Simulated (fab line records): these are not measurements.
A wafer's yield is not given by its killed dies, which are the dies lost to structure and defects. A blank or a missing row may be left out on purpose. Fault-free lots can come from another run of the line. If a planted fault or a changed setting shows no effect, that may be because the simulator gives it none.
The tool behind it: which one? || flow sky130 || 31 wafers sampled from 11 lots at 1 step of a route of 708

## WHAT EACH GAUGE READ, for each wafer
SKY_SONOS_ONO_CD_MEAS_13: the cd target is 410 nm.
{"lot": "L191", "measured": "day 13 01:26", "on": "cd_sem-01", "cd_nm (nm)": "411.6 410.9 413.2"}
{"lot": "L192", "measured": "day 13 06:04", "on": "cd_sem-02", "cd_nm (nm)": "411.5 409.2 409.4"}
{"lot": "L194", "measured": "day 13 11:56", "on": "cd_sem-02", "cd_nm (nm)": "410.7 412.4 412.5"}
{"lot": "L195", "measured": "day 13 18:13", "on": "cd_sem-01", "cd_nm (nm)": "413.3 412.8 413.3"}
{"lot": "L199", "measured": "day 15 02:46", "on": "cd_sem-01", "cd_nm (nm)": "409.7 410.5 410.1"}
{"lot": "L200", "measured": "day 15 17:52", "on": "cd_sem-01", "cd_nm (nm)": "412.3 414.3 413.9"}
{"lot": "L209", "measured": "day 19 00:11", "on": "cd_sem-01", "cd_nm (nm)": "412.1 411.6 413.7"}
{"lot": "L210", "measured": "day 19 09:31", "on": "cd_sem-02", "cd_nm (nm)": "409.0 412.8"}
{"lot": "L211", "measured": "day 19 09:32", "on": "cd_sem-01", "cd_nm (nm)": "406.4 409.4"}
{"lot": "L212", "measured": "day 19 23:26", "on": "cd_sem-02", "cd_nm (nm)": "414.3 412.5 409.8"}
{"lot": "L214", "measured": "day 20 11:45", "on": "cd_sem-01", "cd_nm (nm)": "409.9 408.1 408.6"}

## WHICH TOOL RAN EACH LOT (tool, then ch and the chambers of the sampled wafers, then the start)
Record: no process step prior to these readings.

## THE ANSWER, worked out from the rows above alone
Rule: the usual values come from the lots themselves. The widest of any qualifying gaps counts: lots, ordered by their means at a reading, are off when they make up no more than a third of the lots, leave a main group of 4 or more, and stand apart from it by 3 or more times the standard deviation of that group's means. The tables above print the reading to a certain number of digits; a main group whose means all agree to those digits is not used. Also off: a lot with no number at a reading for which 4 or more lots have one. Any other lot the step has rows for is counted as sound.
Across all readings shown, no lot is off: no conclusion can be drawn from this.

## WHAT THE SIMULATOR PUT IN
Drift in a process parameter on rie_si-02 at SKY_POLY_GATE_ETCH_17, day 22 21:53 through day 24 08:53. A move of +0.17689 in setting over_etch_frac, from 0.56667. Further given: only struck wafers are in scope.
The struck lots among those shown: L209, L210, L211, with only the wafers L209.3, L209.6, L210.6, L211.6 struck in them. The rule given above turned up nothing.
